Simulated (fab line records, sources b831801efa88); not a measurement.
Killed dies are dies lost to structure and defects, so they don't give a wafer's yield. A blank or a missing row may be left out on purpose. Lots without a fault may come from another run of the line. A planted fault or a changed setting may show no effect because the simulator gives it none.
Chamber matching | flow sky130 | SKY_PASSIVATION_ETCH_11 on rie_diel-04: 4 sister chambers
The step etches the open film in CF4/O2, stops on AlCu, target depth 725 nm, time 161.1 s. 22 wafers are shown with their chamber, then 11 later ones without.

WAFERS WITH THEIR CHAMBER
wafer  | chamber | drypump_motor_current_A (A) | throttle_valve_pct (%) | oes_product_au (a.u.)
L075.4 | 3       | 5.5                         | 5.956                  | 0.980
L075.5 | 1       | 5.6                         | 5.973                  | 0.995
L075.6 | 2       | 5.7                         | 5.966                  | 0.984
L077.1 | 0       | 6.7                         | 5.964                  | 0.977
L077.5 | 0       | 6.7                         | 5.967                  | 0.975
L077.6 | 1       | 5.6                         | 5.976                  | 0.970
L080.1 | 1       | 5.6                         | 5.964                  | 0.978
L080.3 | 0       | 6.7                         | 5.951                  | 0.968
L080.4 | 1       | 5.6                         | 5.968                  | 0.985
L085.2 | 1       | 5.6                         | 5.958                  | 0.976
L085.3 | 1       | 5.6                         | 5.955                  | 0.972
L085.4 | 0       | 6.6                         | 5.978                  | 0.979
L086.2 | 1       | 5.7                         | 5.965                  | 0.970
L086.4 | 1       | 5.6                         | 5.961                  | 0.968
L086.5 | 0       | 6.7                         | 5.976                  | 0.982
L087.1 | 1       | 5.6                         | 5.965                  | 0.975
L087.3 | 0       | 6.7                         | 5.974                  | 0.982
L087.5 | 3       | 5.6                         | 5.974                  | 0.979
L089.1 | 0       | 6.7                         | 5.955                  | 0.980
L089.2 | 2       | 5.7                         | 5.964                  | 0.978
L089.4 | 3       | 5.6                         | 5.974                  | 0.974
L090.2 | 2       | 5.7                         | 5.982                  | 0.976

SIGNATURES (means of the wafers above)
reading                 | chamber 0 | chamber 1 | chamber 2 | chamber 3 | scatter within a chamber
drypump_motor_current_A | 6.686     | 5.611     | 5.700     | 5.567     | 0.0366
throttle_valve_pct      | 5.96643   | 5.96500   | 5.97067   | 5.96800   | 0.00891
oes_product_au          | 0.97757   | 0.97656   | 0.97933   | 0.97767   | 0.00666
Rule: a wafer's distance from a chamber is the root of the sum, over the readings, of the square of ((its reading less the chamber's mean) divided by the reading's scatter). The wafer belongs to the nearest chamber; if the next one is less than 2 further off, it can't be placed. The scatter: the root of (the sum of the squares of (reading less its chamber's mean) over the shown wafers, divided by (wafers less chambers)).

WAFERS WITHOUT THEIR CHAMBER
wafer  | drypump_motor_current_A (A) | throttle_valve_pct (%) | oes_product_au (a.u.)
L090.3 | 5.6                         | 5.981                  | 0.971
L090.6 | 5.7                         | 5.973                  | 0.972
L091.1 | 5.6                         | 5.950                  | 0.972
L091.4 | 5.7                         | 5.950                  | 0.978
L091.5 | 5.6                         | 5.964                  | 0.974
L092.3 | 6.7                         | 5.961                  | 0.970
L092.4 | 5.7                         | 5.977                  | 0.973
L092.5 | 6.7                         | 5.963                  | 0.980
L097.2 | 5.5                         | 5.943                  | 0.974
L097.4 | 5.5                         | 5.971                  | 0.976
L097.6 | 6.7                         | 5.969                  | 0.981

WHICH CHAMBER EACH WENT THROUGH
wafer  | from the rows above          | in truth
L090.3 | can't be placed: 3 or 1 or 2 | 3
L090.6 | can't be placed: 2 or 1      | 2
L091.1 | can't be placed: 1 or 3 or 2 | 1
L091.4 | can't be placed: 2 or 1 or 3 | 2
L091.5 | can't be placed: 1 or 3      | 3
L092.3 | 0                            | 0
L092.4 | can't be placed: 2 or 1      | 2
L092.5 | 0                            | 0
L097.2 | can't be placed: 3 or 1      | 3
L097.4 | can't be placed: 3 or 1      | 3
L097.6 | 0                            | 0
Placed correctly: 3 of 11. Can't be placed from these rows: 8 (the true chamber is among the candidates in 8). Placed wrongly: 0.
